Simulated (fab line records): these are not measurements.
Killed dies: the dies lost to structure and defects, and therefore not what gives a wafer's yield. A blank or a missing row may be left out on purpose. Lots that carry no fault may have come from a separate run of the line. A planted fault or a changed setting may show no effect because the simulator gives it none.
Struck lot and sound lot, side by side / flow sfq_line / 42 steps out of a route of 325
Sound: wafers L150.3, L150.5, L150.6. Wafers L154.2, L154.4, L154.6 were the ones struck. Last of all comes the cause.
For every step that has rows: the tool of each side, followed by ch and its chambers, followed by its first start. Under that, the readings that differ: sound wafers / struck wafers / difference of the means / sigmas: that difference in standard deviations of wafers without a fault.
alike: words and numbers the same on both sides, and readings whose means are apart by under 2 such deviations; not compared: readings that were withheld, readings missing a value for some wafer, numbers with overlapping values and no deviation given by the record, and bounds like >300 which may hide the same value.
Wherever a step has rows on one side only, a row that says differs or no value, or a row with sigmas, the two part there. Numbers that don't overlap but have no deviation are shown without sigmas and don't part them. Lack of a reading on every wafer of one side parts them only where that side has two or more wafers.

first, 6 steps without rows for these wafers: SFQ_TRILAYER_I0_VIA_LITHO_COAT_036 (resist thk 62 nm); SFQ_TRILAYER_I0_VIA_LITHO_COAT_031 (resist thk 650 nm); SFQ_TRILAYER_I0_VIA_LITHO_SOFTBAKE_035; SFQ_TRILAYER_I0_VIA_LITHO_EXPOSE_032 (exposes mask I0, target cd 500 nm); SFQ_TRILAYER_I0_VIA_LITHO_PEB_034 (peb time 60 s); SFQ_TRILAYER_I0_VIA_LITHO_DEVELOP_033 (time 60 s).
SFQ_I0_OVL_MEAS_908:
  sound: overlay-01 at day 21 23:16; struck: overlay-01 at day 23 14:51
  alike: I0_OVL
then, 1 step without rows for these wafers: SFQ_TRILAYER_I0_VIA_BARC_OPEN_VIA_ETCH_046 (etches BARC in O2, target depth 125 nm, time 41.7 s).
SFQ_TRILAYER_I0_VIA_ETCH_VIA_ETCH_034: etches SiO2 in CHF3, stops on Nb, target depth 260 nm.
  sound on rie_diel-01 ch 0,1,2, day 21 23:19; struck on rie_diel-02 ch 0,2,3, day 23 14:55
  alike: drypump_motor_current_A, oes_product_au, rf_fwd_power_W
then, 3 steps without rows for these wafers: SFQ_TRILAYER_I0_VIA_STRIP_STRIP_035 (strips in O2); SFQ_TRILAYER_I0_VIA_STRIP_SOLV_CLEAN_036 (cleans in NMP, time 600 s); SFQ_TRILAYER_M1_DEP_PRE_CLEAN_038 (time 22.5 s).
SFQ_TRILAYER_M1_DEP_SPUTTER_037: material Nb, target thk 200 nm, time 133.3 s.
  sound: pvd_sputter-06 at day 22 00:14; struck: pvd_sputter-06 at day 23 15:50
reading=model.Nb_of_TRILAYER_M1_DEP_SPUTTER_037.thk_nm (nm); sound=200.9 200.9 199; struck=187 188 187.2; difference=-13; sigmas=
  alike: throttle_valve_pct
SFQ_M1_RS_MEAS_909: measures by four-point-probe.
  sound: film_metro-01 at day 22 00:22; struck: film_metro-04 at day 23 15:57
reading=M1_NB_RS (ohm/sq); sound=0.886 0.884 0.895; struck=0.952 0.946 0.952; difference=+0.062; sigmas=+6
then, 6 steps without rows for these wafers: SFQ_TRILAYER_M1_LITHO_COAT_044 (resist thk 62 nm); SFQ_TRILAYER_M1_LITHO_COAT_039 (resist thk 600 nm); SFQ_TRILAYER_M1_LITHO_SOFTBAKE_043; SFQ_TRILAYER_M1_LITHO_EXPOSE_040 (exposes mask M1, target cd 500 nm); SFQ_TRILAYER_M1_LITHO_PEB_042 (peb time 60 s); SFQ_TRILAYER_M1_LITHO_DEVELOP_041 (time 60 s).
-- the record jumps here: 7 days lie between the struck wafers' starts before and after --
SFQ_M1_OVL_MEAS_911:
  sound: overlay-01 at day 28 17:23; struck: overlay-01 at day 30 05:22
  alike: M1_OVL
then, 1 step without rows for these wafers: SFQ_TRILAYER_M1_BARC_OPEN_METAL_ETCH_054 (etches BARC in O2, target depth 125 nm, time 41.7 s).
SFQ_TRILAYER_M1_ETCH_METAL_ETCH_042: etches Nb in Cl2/Ar, stops on SiO2, target depth 240 nm, time 120 s.
  sound on rie_metal-04 ch 0,1, day 28 17:30; struck on rie_metal-04 ch 0,1, day 30 05:28
reading=oes_product_au (a.u.); sound=0.901 0.900 0.889; struck=0.856 0.867 0.861; difference=-0.035; sigmas=-5
  alike: drypump_motor_current_A, rf_fwd_power_W
  not compared: rf_hours_counter_h
then, 2 steps without rows for these wafers: SFQ_TRILAYER_M1_STRIP_STRIP_043 (strips in O2); SFQ_TRILAYER_M1_STRIP_SOLV_CLEAN_044 (cleans in NMP, time 600 s).
SFQ_TRILAYER_I1_DEP_PECVD_045: deposits SiO2 from SiH4/N2O, time 111.11 s, target thk 500 nm.
  sound on pecvd-03 ch 0,2, day 28 18:22; struck on pecvd-04 ch 0,1,2, day 30 06:22
  alike: heater_power_w, rf_fwd_power_W, throttle_valve_pct
  not compared: since_wet_clean_h
SFQ_TRILAYER_I1_CMP_CMP_046: polishes SiO2.
  sound on cmp-02 ch 0,3, day 29 05:14; struck on cmp-02 ch 0,1,2, day 30 23:14
  alike: motor_current_A, time_to_endpoint_s
SFQ_I1_BOW_MEAS_912:
  sound: film_metro-02 at day 29 07:46; struck: film_metro-02 at day 31 01:45
  alike: I1_BOW
then, 7 steps without rows for these wafers: SFQ_TRILAYER_I1_METRO_MEASURE_047; SFQ_TRILAYER_I1_VIA_LITHO_COAT_054 (resist thk 62 nm); SFQ_TRILAYER_I1_VIA_LITHO_COAT_049 (resist thk 650 nm); SFQ_TRILAYER_I1_VIA_LITHO_SOFTBAKE_053; SFQ_TRILAYER_I1_VIA_LITHO_EXPOSE_050 (exposes mask I1, target cd 500 nm); SFQ_TRILAYER_I1_VIA_LITHO_PEB_052 (peb time 60 s); SFQ_TRILAYER_I1_VIA_LITHO_DEVELOP_051 (time 60 s).
-- the record jumps here: 6 days lie between the struck wafers' starts before and after --
SFQ_I1_OVL_MEAS_913:
  sound: overlay-01 at day 35 16:18; struck: overlay-01 at day 37 10:17
  alike: I1_OVL
SFQ_TRILAYER_I1_VIA_BARC_OPEN_VIA_ETCH_071: etches BARC in O2, target depth 125 nm, time 41.7 s.
  sound on rie_diel-01 ch 1,2, day 35 16:19; struck on rie_diel-04 ch 1,3, day 37 10:19
  alike: drypump_motor_current_A, oes_product_au, rf_fwd_power_W
  not compared: rf_hours_counter_h
SFQ_TRILAYER_I1_VIA_ETCH_VIA_ETCH_052: etches SiO2 in CHF3, stops on Nb, target depth 260 nm.
  sound on rie_diel-01 ch 1,2, day 35 16:22; struck on rie_diel-04 ch 1,3, day 37 10:22
  alike: drypump_motor_current_A, oes_product_au, rf_fwd_power_W
then, 3 steps without rows for these wafers: SFQ_TRILAYER_I1_VIA_STRIP_STRIP_053 (strips in O2); SFQ_TRILAYER_I1_VIA_STRIP_SOLV_CLEAN_054 (cleans in NMP, time 600 s); SFQ_TRILAYER_M2_DEP_PRE_CLEAN_056 (time 22.5 s).
-- the record jumps here: 58 days lie between the struck wafers' starts before and after --
SFQ_M8_BOW_MEAS_951:
  sound: film_metro-02 at day 90 03:26; struck: film_metro-03 at day 95 22:08
reading=M8_BOW (um); sound=15 -13 2; struck=37 39 29; difference=+34; sigmas=+3
reading=model.etest.m1.ohm_um; sound=1.777 1.777 1.789; struck=1.901 1.898 1.909; difference=+0.122; sigmas=
reading=model.etest.i0.link_ohm; sound=1.951 1.952 1.982; struck=2.034 2.04 2.021; difference=+0.070; sigmas=
reading=model.etest.m1.ohm_sq; sound=0.8855 0.8855 0.8936; struck=0.9514 0.946 0.9501; difference=+0.0610; sigmas=
reading=model.etest.i1.link_ohm; sound=1.957 1.938 1.966; struck=2.046 2.029 2.028; difference=+0.081; sigmas=

== WHERE THEY PART ==
Earliest at SFQ_M1_RS_MEAS_909; latest, in this record, at SFQ_M8_BOW_MEAS_951.

WHY: what the simulator had put in
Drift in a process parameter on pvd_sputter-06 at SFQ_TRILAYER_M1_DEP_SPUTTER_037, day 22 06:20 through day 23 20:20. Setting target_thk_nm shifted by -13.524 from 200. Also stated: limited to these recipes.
